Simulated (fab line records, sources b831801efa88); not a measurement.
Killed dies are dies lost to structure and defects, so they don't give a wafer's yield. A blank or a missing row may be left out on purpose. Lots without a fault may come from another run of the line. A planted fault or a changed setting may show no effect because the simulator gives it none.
Which tool did it? | flow sky130 | 13 lots, 39 wafers sampled, at 4 steps of a route of 708

WHAT THE GAUGES READ, wafer by wafer
SKY_SONOS_ONO_OVL_MEAS_14. Usual: SONOS_ONO_OVL 0.3 nm, standard deviation 1.4.
lot  | measured     | on         | SONOS_ONO_OVL (nm) | flag
L459 | day 12 08:19 | overlay-01 | -0.3 0.7 -0.2      |
L460 | day 12 16:43 | overlay-02 | 0.8 -0.4 -1.0      |
L461 | day 12 18:18 | overlay-01 | -1.6 -1.4 0.7      |
L462 | day 13 10:19 | overlay-01 | 1.6 0.3 0.8        |
L463 | day 13 18:52 | overlay-01 | -0.2 0.9 0.4       |
L464 | day 14 04:46 | overlay-01 | -3.2 0.1 -1.5      |
L465 | day 14 10:29 | overlay-01 | -1.9 -1.4 -0.8     |
L466 | day 14 18:28 | overlay-01 | 2.3 2.3 1.6        |
L467 | day 14 21:56 | overlay-01 | 2.8 0.5 1.9        |
L468 | day 15 09:37 | overlay-02 | -0.3 1.2 0.6       |
L477 | day 19 12:54 | overlay-01 | 1.2 1.7 -0.3       |
L478 | day 19 17:06 | overlay-01 | 3.2 0.4 1.2        |
L481 | day 20 11:04 | overlay-01 | 1.4 1.9 -0.3       |

SKY_LDD_HVN_OVL_MEAS_07. Usual: LDD_HVN_OVL 0.5 nm, standard deviation 1.5.
lot  | measured     | on         | LDD_HVN_OVL (nm) | flag
L459 | day 19 19:17 | overlay-01 | -0.7 -0.3 2.5    |
L460 | day 20 06:28 | overlay-01 | 0.8 0.7 0.0      |
L461 | day 20 04:57 | overlay-02 | 0.0 -1.1 -1.4    |
L462 | day 21 03:35 | overlay-01 | 2.1 0.0 1.0      |
L463 | day 21 13:04 | overlay-01 | 0.4 0.5 2.0      |
L464 | day 22 04:01 | overlay-02 | 1.1 0.5 0.0      |
L465 | day 22 06:40 | overlay-02 | 1.1 3.2 2.4      |
L466 | day 22 19:46 | overlay-02 | 1.4 -2.7 -2.0    |
L467 | day 22 19:55 | overlay-01 | -0.3 0.5 0.1     |
L468 | day 23 10:58 | overlay-01 | 3.1 -2.2 3.7     |
L477 | day 27 10:50 | overlay-02 | -1.3 -0.6 -0.2   |
L478 | day 27 13:53 | overlay-02 | 0.1 0.4 0.2      |
L481 | day 28 06:25 | overlay-02 | 0.7 2.7 -0.5     |

WHICH TOOL RAN EACH LOT (tool, then ch and the chambers of the sampled wafers, then the start)
lot  | SKY_POLY_GATE_STRIP_18               | SKY_LDD_N_IMPLANT_15
L459 | plasma_asher-04 ch 0,1, day 15 22:47 | implanter-01 ch 0, day 17 06:24
L460 | plasma_asher-03 ch 0,1, day 16 07:53 | implanter-01 ch 0, day 17 17:14
L461 | plasma_asher-03 ch 0,1, day 16 09:50 | implanter-04 ch 0, day 17 16:54
L462 | plasma_asher-01 ch 0,1, day 17 03:26 | implanter-04 ch 0, day 18 13:05
L463 | plasma_asher-01 ch 0,1, day 17 14:20 | implanter-03 ch 0, day 18 22:35
L464 | plasma_asher-03 ch 0,1, day 18 02:38 | implanter-01 ch 0, day 19 13:33
L465 | plasma_asher-03 ch 0,1, day 18 06:26 | implanter-01 ch 0, day 19 16:57
L466 | plasma_asher-01 ch 0,1, day 18 17:26 | implanter-03 ch 0, day 20 06:20
L467 | plasma_asher-04 ch 0,1, day 18 20:29 | implanter-01 ch 0, day 20 06:39
L468 | plasma_asher-04 ch 0,1, day 19 11:44 | implanter-03 ch 0, day 20 20:58
L477 | plasma_asher-04 ch 0,1, day 23 16:13 | implanter-03 ch 0, day 24 23:48
L478 | plasma_asher-04 ch 0,1, day 23 18:34 | implanter-03 ch 0, day 25 03:08
L481 | plasma_asher-04 ch 0,1, day 24 13:01 | implanter-04 ch 0, day 25 20:29
- SKY_POLY_GATE_STRIP_18: strips in O2/N2.
- SKY_LDD_N_IMPLANT_15

WHAT THE TOOLS THEMSELVES READ (means of the sampled wafers that have a number; where no wafer has one, the mark that the record gives instead)
SKY_POLY_GATE_STRIP_18. Usual: drypump_motor_current_A 5.7 A, standard deviation 0.49; oes_product_au 0.361 a.u., standard deviation 0.0049; strip_time_to_endpoint_s 3.17 s, standard deviation 0.043.
lot  | tool            | drypump_motor_current_A (A) | oes_product_au (a.u.) | strip_time_to_endpoint_s (s) | flag
L459 | plasma_asher-04 | 5.3                         | 0.357                 | 3.10                         |
L460 | plasma_asher-03 | 5.5                         | 0.362                 | 3.21                         |
L461 | plasma_asher-03 | 5.8                         | 0.364                 | 3.18                         |
L462 | plasma_asher-01 | 6.4                         | 0.363                 | 3.23                         |
L463 | plasma_asher-01 | 6.0                         | 0.359                 | 3.15                         |
L464 | plasma_asher-03 | 5.8                         | 0.356                 | 3.10                         |
L465 | plasma_asher-03 | 5.8                         | 0.362                 | 3.15                         |
L466 | plasma_asher-01 | 6.4                         | 0.362                 | 3.10                         |
L467 | plasma_asher-04 | 5.4                         | 0.360                 | 3.17                         |
L468 | plasma_asher-04 | 5.4                         | 0.357                 | 3.14                         |
L477 | plasma_asher-04 | 5.3                         | 0.364                 | 3.16                         |
L478 | plasma_asher-04 | 5.3                         | 0.353                 | 3.12                         |
L481 | plasma_asher-04 | 5.3                         | 0.365                 | 3.21                         |

SKY_LDD_N_IMPLANT_15. Usual: beam_on_s 10.00 s, standard deviation 0.21; dose_ions_cm2 4.999e+12, standard deviation 5.2e+09; faraday_current_uA 28.2, standard deviation 0.6; rotation_deg 270.00 degrees, standard deviation 0.035.
lot  | tool         | beam_on_s (s) | dose_ions_cm2 | faraday_current_uA | rotation_deg (degrees) | flag
L459 | implanter-01 | 9.81          | 5.001e+12     | 28.8               | 269.99                 |
L460 | implanter-01 | 10.11         | 5.004e+12     | 27.9               | 269.99                 |
L461 | implanter-04 | 9.82          | 4.995e+12     | 28.7               | 269.99                 |
L462 | implanter-04 | 10.03         | 5.002e+12     | 28.1               | 270.02                 |
L463 | implanter-03 | 10.08         | 5.002e+12     | 28.0               | 269.96                 |
L464 | implanter-01 | 10.21         | 4.998e+12     | 27.5               | 270.00                 |
L465 | implanter-01 | 10.14         | 4.996e+12     | 27.8               | 269.98                 |
L466 | implanter-03 | 9.97          | 4.996e+12     | 28.4               | 270.03                 |
L467 | implanter-01 | 9.85          | 4.996e+12     | 28.6               | 269.95                 |
L468 | implanter-03 | 10.09         | 4.998e+12     | 28.0               | 270.02                 |
L477 | implanter-03 | 10.11         | 8.716e+12     | 48.8               | 269.97                 | OFF
L478 | implanter-03 | 10.06         | 8.722e+12     | 48.9               | 270.01                 | OFF
L481 | implanter-04 | 9.92          | 5.003e+12     | 28.4               | 270.04                 |

THE ANSWER, worked out from the rows above alone
Rule: a lot is off if the mean of its wafers that have a number lies more than 3 standard deviations from the usual mean. A lot without any number at a reading at which 4 lots or more have one is off too. The other lots that the step has rows for count as sound. The gauges are gone through in route order, then the tools' own readings, and for those a lot's mean is taken as printed above. The first step at which some lot is off is used, and at that step the reading that is off furthest; a lot without a number counts as furthest.
Off: L477, L478, at SKY_LDD_N_IMPLANT_15 (dose_ions_cm2).
A tool fits if, at that step or a process step before it, it ran every lot that is off, and no sound lot after the first of them. One fits: implanter-03 at SKY_LDD_N_IMPLANT_15. Its last sound lot is L468 (day 20 20:58), its first lot that is off L477 (day 24 23:48): a fault that began between those two fits.
The tool's own readings at SKY_LDD_N_IMPLANT_15 bear it out: on the lots that are off they differ by more than 5 times the standard deviation of the sound lots' means. dose_ions_cm2 reads 8.719e+12 there against 4.999e+12 on the sound lots; faraday_current_uA reads 48.8 there against 28.2 on the sound lots.

WHAT THE SIMULATOR HAD PUT IN
Process parameter drift: implanter-03, from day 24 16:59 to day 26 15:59, at SKY_LDD_N_IMPLANT_15. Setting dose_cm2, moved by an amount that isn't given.
Lots struck among those shown: L477, L478. The rule above found the same.
